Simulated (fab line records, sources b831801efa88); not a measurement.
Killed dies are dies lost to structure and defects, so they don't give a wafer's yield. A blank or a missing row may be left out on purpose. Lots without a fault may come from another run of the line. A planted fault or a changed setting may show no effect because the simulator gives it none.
Problem report in the 8D (eight disciplines) form, filled by code | flow sky130 | the parts of the form that need people (team, actions taken, sign-off) are left out

1. THE PROBLEM
dose_ions_cm2 at SKY_LDD_N_IMPLANT_15 reads a mean of 8e+12 on 9 wafers of 3 lots; wafers without a fault read 5e+12 with a standard deviation of 5.1e+09. That is +99 or more standard deviations from the usual mean.
First seen on wafer L174.1, day 21 17:14, on implanter-02. The record holds 39 wafers of 13 lots with a number at this step. Rule for "out", or "out of limits": more than 4 standard deviations from the usual mean. The other wafers with a number count as sound.

2. WHAT IT IS AND WHAT IT IS NOT
question                    | is                                | is not
which readings at this step | dose_ions_cm2, faraday_current_uA | -
which lots                  | L174, L176, L178                  | L167, L169, L170, L179, L181, L182, L184, L186, L187, L188
which wafers of those lots  | all that have a number            | -
read on which tools         | implanter-02                      | implanter-01, implanter-03
when                        | from day 21 17:14                 | up to then (9 sound wafers); but 21 sound wafers of L179, L181, L182, L184, L186, L187, L188 came after

3. SUSPECTS, AND WHAT RULES EACH OUT
Counting: a tool at a process step up to the reading stays a suspect if it ran every lot that is out and no sound lot after the first of them.
- implanter-02 at SKY_LDD_N_IMPLANT_15: kept. It ran every lot that is out, first L174 (day 21 17:14), and no sound lot after that; its last sound lot up to then is L169 (day 20 19:32). Its own readings are out on those wafers: dose_ions_cm2, faraday_current_uA.
Left after counting: implanter-02 at SKY_LDD_N_IMPLANT_15.

4. THE CAUSE (what the simulator had put in)
Process parameter drift: implanter-02, from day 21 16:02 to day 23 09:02, at SKY_LDD_N_IMPLANT_15. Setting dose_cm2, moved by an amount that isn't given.
Counting left only this tool.

5. THE CHAIN OF EFFECTS, in route order
Each row: a reading whose mean over the struck wafers that have a number lies more than 3 standard deviations from the usual. Only readings for which the record gives a usual standard deviation are gone through. hours: the time from each lot's start at the first step in this table that gives one to its start at this step, as a median over the lots. sigmas: the change in usual standard deviations.
hours | step                 | reading            | usual | on struck wafers | change | sigmas
0     | SKY_LDD_N_IMPLANT_15 | dose_ions_cm2      | 5e+12 | 8e+12            | +3e+12 | +99 or more
0     | SKY_LDD_N_IMPLANT_15 | faraday_current_uA | 28.2  | 43.1             | +14.9  | +27
The process steps in it:
- SKY_LDD_N_IMPLANT_15

6. WHAT WOULD HAVE CAUGHT IT SOONER
In this record the first reading out of limits was taken at day 21 17:14, 1 hour after the fault began at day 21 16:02.
